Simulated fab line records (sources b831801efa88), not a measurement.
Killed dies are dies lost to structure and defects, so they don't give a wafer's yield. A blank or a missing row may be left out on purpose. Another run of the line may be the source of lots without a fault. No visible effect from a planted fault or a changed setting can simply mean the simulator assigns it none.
Struck lot and sound lot, side by side || flow sky130 || 15 steps out of a route of 708
Sound: the wafers L750.1, L750.3, L750.6. Struck: wafer L741.2. (L741.4 of the same lot was not struck and is left out.) The cause comes at the end.
Per side, at each step with rows, come the tool, then ch with its chambers, and then its first start. Under that, the readings that differ: sound wafers || struck wafers || difference of the means || sigmas: that difference in standard deviations of wafers without a fault.
alike: readings whose means differ by less than 2 such deviations, and words and numbers that are the same on both sides. not compared: withheld readings, readings that some wafer has no value for, bounds like >300 that may hide the same value, and numbers for which the record gives no deviation and whose values overlap.
A row with sigmas, a row that says differs or no value, or rows on one side alone: a step with any of these is where the two part. Numbers that don't overlap but have no deviation are shown without sigmas and don't part them. A reading missing from all wafers of one side parts the sides only when that side holds two or more wafers.

SKY_VIA1_CD_MEAS_12 targets a cd of 150 nm.
  struck on cdSem-02, day 37 19:43; sound on cdSem-01, day 40 11:57
  alike: cdNm
SKY_VIA1_OVL_MEAS_13:
  struck on overlay-01, day 37 19:49; sound on overlay-02, day 40 12:04
  alike: VIA1_OVL
then, 1 step without rows for these wafers: SKY_VIA1_ETCH_14 (etches BARC in N2/H2, stops on SiO2, time 45.9 s, target depth 60 nm).
SKY_VIA1_ETCH_15: etches SiO2 in C4F8/O2/Ar, stops on TiN, target depth 351 nm, time 54 s.
  sound on rieDiel-02 ch 0,2,3, day 40 12:09; struck on rieDiel-03 ch 1, day 37 19:53
{"reading": "oesProductAu (a.u.)", "sound": "0.976 0.984 0.976", "struck": 0.991, "difference": "+0.012", "sigmas": "+2"}
  not compared: rfHoursCounterH
SKY_VIA1_STRIP_16: strips in O2/N2.
  sound on plasmaAsher-01 ch 0,1, day 40 12:12; struck on plasmaAsher-03 ch 0, day 37 19:56
  alike: drypumpMotorCurrentA, oesProductAu, stripTimeToEndpointS
  not compared: rfHoursCounterH
then, 3 steps without rows for these wafers: SKY_VIA1_STRIP_17 (strips in post etch residue remover, time 1200 s); SKY_VIA1_CLEAN_18 (cleans in IPA, time 180 s); SKY_VIA1_CLEAN_19 (cleans in O3/DIW).
SKY_VIA1_SPUTTER_20: material TiN, target thk 20 nm, time 80 s.
  struck on pvdSputter-04, day 37 20:32; sound on pvdSputter-02, day 40 12:47
  alike: throttleValvePct
SKY_VIA1_CVD_21: deposits W, target thk 270 nm, time 80.902 s.
  sound on cvdW-02 ch 0,1, day 40 12:51; struck on cvdW-01 ch 0, day 37 20:35
  alike: heaterPowerW
SKY_VIA1_RS_MEAS_22: measurement is done with a four-point probe.
  struck on filmMetro-02, day 37 20:42; sound on filmMetro-02, day 40 12:56
  alike: VIA1_W_RS
SKY_VIA1_THK_MEAS_23: measures by xrf.
  struck on filmMetro-02, day 37 20:49; sound on filmMetro-02, day 40 13:04
  alike: VIA1_W_THK
SKY_VIA1_CMP_24: polishes, stops on SiO2, t overpolish 15 s, target thk 0 nm.
  sound on cmp-01 ch 0,1,3, day 40 13:10; struck on cmp-01 ch 1, day 37 20:59
{"reading": "motorCurrentA (A)", "sound": "10.9 12.3 10.0", "struck": 13.3, "difference": "+2.2", "sigmas": "+3"}
{"reading": "overpolishRunS (s)", "sound": "14.988 15.005 15.005", "struck": 0.036, "difference": -14.963, "sigmas": "-99 or more"}
{"reading": "timeToEndpointS (s)", "sound": "66 71 68", "struck": 104, "difference": "+36", "sigmas": "+10"}
  alike: retainingRingPressureFrac
SKY_METAL2_SPUTTER_00: material Ti, target thk 15 nm, time 10 s.
  the record has rows for the sound wafers here (pvdSputter-01, day 40 13:25) and none for the struck ones
-- the record jumps here: 11 days lie between the struck wafers' starts before and after (it left off in module METAL2 and takes up again in module PAD_OPEN, whose first step shown is number 708 of the route) --
SKY_PAD_OPEN_PROBE_99:
  only the struck wafers here have rows in the record (prober-02, day 48 17:20); the sound ones have none

WHERE THEY PART
First at SKY_VIA1_ETCH_15; last, within this record, at SKY_PAD_OPEN_PROBE_99.

WHY: what had been put in by the simulator
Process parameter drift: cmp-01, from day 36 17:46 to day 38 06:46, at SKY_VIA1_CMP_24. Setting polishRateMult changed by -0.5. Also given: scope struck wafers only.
